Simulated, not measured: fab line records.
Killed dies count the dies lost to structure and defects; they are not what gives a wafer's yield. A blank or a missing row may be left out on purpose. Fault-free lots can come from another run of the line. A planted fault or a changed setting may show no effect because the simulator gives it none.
Chamber matching    flow sky130    SKY_VIA2_ETCH_14 on rieDiel-04 has 3 sister chambers
The step etches BARC in N2/H2, stops on SiO2, time 45.9 s, target depth 60 nm. 6 wafers are shown with their chamber, then 6 later ones without.

## EACH WAFER AND ITS CHAMBER
wafer   chamber  h2FlowSccm (sccm)  rfFwdPowerW (W)
L084.6  3        199.9              497.2
L085.1  3        200.1              496.7
L087.2  2        200.1              498.1
L087.5  1        200.3              494.0
L094.3  2        199.9              498.0
L094.4  1        200.3              494.9

## WAFERS WHOSE CHAMBER IS MISSING
wafer   h2FlowSccm (sccm)  rfFwdPowerW (W)
L094.6  200.2              497.5
L096.2  198.7              496.7
L096.3  199.6              494.5
L097.3  199.4              496.0
L097.5  200.0              495.4
L097.6  200.3              494.3

## WHICH CHAMBER EACH WENT THROUGH
wafer    from the rows above       in truth
L094.6   can't be placed: 2 or 3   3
L096.2   can't be placed: 3 or 2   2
L096.3   can't be placed: 1 or 3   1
L097.3   can't be placed: 3 or 2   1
L097.5   can't be placed: 1 or 3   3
L097.6   1                         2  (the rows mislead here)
Correct placement for 0 of the 6. Cannot be placed on the basis of these rows: 5; the candidates contain the true chamber in 4. Number placed wrongly: 1.
How it was worked out, from the rows above alone: a wafer's distance from a chamber is the root of the sum, over the readings, of the square of ((its reading less the chamber's mean) divided by the reading's scatter). The wafer belongs to the nearest chamber; if the next one is less than 2 further off, it can't be placed. For every chamber, the mean is computed from those of its wafers that are shown. The scatter: the root of (the sum of the squares of (reading less its chamber's mean) over the shown wafers, divided by (wafers less chambers)).
